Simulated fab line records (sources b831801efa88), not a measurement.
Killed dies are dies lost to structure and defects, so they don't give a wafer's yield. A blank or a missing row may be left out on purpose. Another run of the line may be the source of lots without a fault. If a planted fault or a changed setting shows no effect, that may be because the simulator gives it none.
Matching of chambers -- flow gf180mcu -- GF_V4_CMP_26 on cmp-02 has 4 sister chambers
The step polishes, stops on SiO2, t overpolish 15 s, target thk 0 nm. 4 wafers are shown with their chamber, then 8 later ones without.

== WAFERS PAIRED WITH THEIR CHAMBERS ==
wafer,chamber,motor current A (A)
L679.3,1,11.4
L681.4,2,11.1
L681.6,0,13.2
L682.1,3,10.4

== WAFERS WHOSE CHAMBER IS MISSING ==
wafer,motor current A (A)
L682.2,13.5
L682.5,12.9
L684.2,11.5
L684.3,12.6
L684.4,10.6
L685.1,12.8
L685.3,10.8
L685.4,10.7

== WHICH CHAMBER EACH ONE RAN IN ==
wafer,from the rows above,in truth
L682.2,0,0
L682.5,0,0
L684.2,can't be placed: 1 or 2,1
L684.3,can't be placed: 0 or 1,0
L684.4,can't be placed: 3 or 2 or 1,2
L685.1,0,0
L685.3,can't be placed: 2 or 3 or 1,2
L685.4,can't be placed: 3 or 2 or 1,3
Placed correctly: 3 of 8. Can't be placed from these rows: 5 (the true chamber is among the candidates in 5). Number placed wrongly: 0.
How it was worked out, from the rows above alone: a wafer's distance from a chamber is the root of the sum, over the readings, of the square of ((its reading less the chamber's mean) divided by the reading's scatter). If the next closest chamber is less than 2 further off than the closest, the wafer can't be placed; otherwise it belongs to the closest. Each chamber's mean is taken over the wafers shown for it. The scatter: with one shown wafer a chamber, the root of the mean of the squares of how far each hidden wafer lies from its nearest shown one.
